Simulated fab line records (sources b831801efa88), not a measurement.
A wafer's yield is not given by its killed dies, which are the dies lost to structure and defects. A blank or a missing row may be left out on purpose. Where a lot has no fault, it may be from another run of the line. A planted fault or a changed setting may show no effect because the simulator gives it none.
Comparing a struck lot with a sound one ; flow sky130 ; 15 steps out of a route of 708
Sound: the wafers L705.1, L705.4, L705.6. Struck: wafer L711.1. (L711.6 of the same lot was not struck and is left out.) The cause comes at the end.
At each step with rows: each side's tool, then ch and its chambers, then its first start. Under that, the readings that differ: sound wafers ; struck wafers ; difference of the means ; sigmas: that difference in standard deviations of wafers without a fault.
alike: readings whose means differ by less than 2 such deviations, and words and numbers that are the same on both sides. not compared: withheld readings, readings that some wafer has no value for, bounds like >300 that may hide the same value, and numbers for which the record gives no deviation and whose values overlap.
A row with sigmas, a row that says differs or no value, or rows on one side alone: a step with any of these is where the two part. Numbers that don't overlap but have no deviation are shown without sigmas and don't part them. A reading that every wafer of one side lacks parts them only if that side has two wafers or more.

SKY_VIA1_STRIP_16: strips in O2/N2.
  sound on plasma_asher-03 ch 0,1, day 36 12:07; struck on plasma_asher-02 ch 1, day 38 00:31
reading;sound;struck;difference;sigmas
oes_product_au (a.u.);0.409 0.411 0.416;0.422;+0.010;+2
  alike: chamber_pressure_mTorr, drypump_motor_current_A, o2_flow_sccm, strip_time_to_endpoint_s
  not compared: rf_hours_counter_h
then, 3 steps without rows for these wafers: SKY_VIA1_STRIP_17 (strips in post etch residue remover, time 1200 s); SKY_VIA1_CLEAN_18 (cleans in IPA, time 180 s); SKY_VIA1_CLEAN_19 (cleans in O3/DIW).
SKY_VIA1_SPUTTER_20: material TiN, target thk 20 nm, time 80 s.
  sound on pvd_sputter-03, day 36 12:42; struck on pvd_sputter-03, day 38 01:11
reading;sound;struck;difference;sigmas
throttle_valve_pct (%);30.0 28.2 28.3;31.1;+2.3;+3
then, 1 step without rows for these wafers: SKY_VIA1_CVD_21 (deposits W, target thk 270 nm, time 80.902 s).
SKY_VIA1_RS_MEAS_22: uses a four-point probe to measure.
  sound on film_metro-01, day 36 12:52; struck on film_metro-03, day 38 01:21
  alike: VIA1_W_RS
SKY_VIA1_THK_MEAS_23: measures by xrf.
  sound on film_metro-01, day 36 12:59; struck on film_metro-03, day 38 01:28
  alike: VIA1_W_THK
then, 1 step without rows for these wafers: SKY_VIA1_CMP_24 (polishes, stops on SiO2, t overpolish 15 s, target thk 0 nm).
SKY_METAL2_SPUTTER_00: material Ti, target thk 15 nm, time 10 s.
  sound on pvd_sputter-02, day 36 13:20; struck on pvd_sputter-02, day 38 01:50
  alike: throttle_valve_pct
then, 1 step without rows for these wafers: SKY_METAL2_SPUTTER_01 (material TiN, target thk 20 nm, time 16.7 s).
SKY_METAL2_SPUTTER_02: material AlCu, target thk 250 nm, time 13.3 s.
  sound on pvd_sputter-02, day 36 13:23; struck on pvd_sputter-02, day 38 01:53
  alike: throttle_valve_pct
SKY_METAL2_SPUTTER_03: material Ti, target thk 5 nm, time 3.3 s.
  sound on pvd_sputter-02, day 36 13:25; struck on pvd_sputter-02, day 38 01:54
reading;sound;struck;difference;sigmas
model.Ti_of_METAL2_SPUTTER_03.thk_nm (nm);5.041 5.26 5.236;7.336;+2.157;
  alike: throttle_valve_pct
SKY_METAL2_SPUTTER_04: material TiN, target thk 70 nm, time 58.3 s.
  sound on pvd_sputter-02, day 36 13:26; struck on pvd_sputter-02, day 38 01:55
  alike: throttle_valve_pct
-- the record jumps here: 11 days lie between the struck wafers' starts before and after (it left off in module METAL2 and takes up again in module PAD_OPEN, whose first step shown is number 708 of the route) --
SKY_PAD_OPEN_PROBE_99:
  sound on prober-02, day 47 17:29; struck on prober-01, day 48 14:17
reading;sound;struck;difference;sigmas
killed_at_contacts;19 21 20;33;+13;+2
model.etest.met2.rs_ohm_sq;0.1284 0.1284 0.1283;0.1309;+0.0025;
  alike: defect_limited_yield, killed_at_M0_to_M3, killed_at_M4_up, killed_at_front_end, killed_at_other, killed_dies, killed_open, killed_short, sort_bin_3_pad_short, sort_bin_5_function, sort_bin_6_memory, sort_n_pass, sort_yield_pct

## WHERE THEY PART
Earliest at SKY_VIA1_STRIP_16; latest, in this record, at SKY_PAD_OPEN_PROBE_99.

WHY: what the simulator had put in
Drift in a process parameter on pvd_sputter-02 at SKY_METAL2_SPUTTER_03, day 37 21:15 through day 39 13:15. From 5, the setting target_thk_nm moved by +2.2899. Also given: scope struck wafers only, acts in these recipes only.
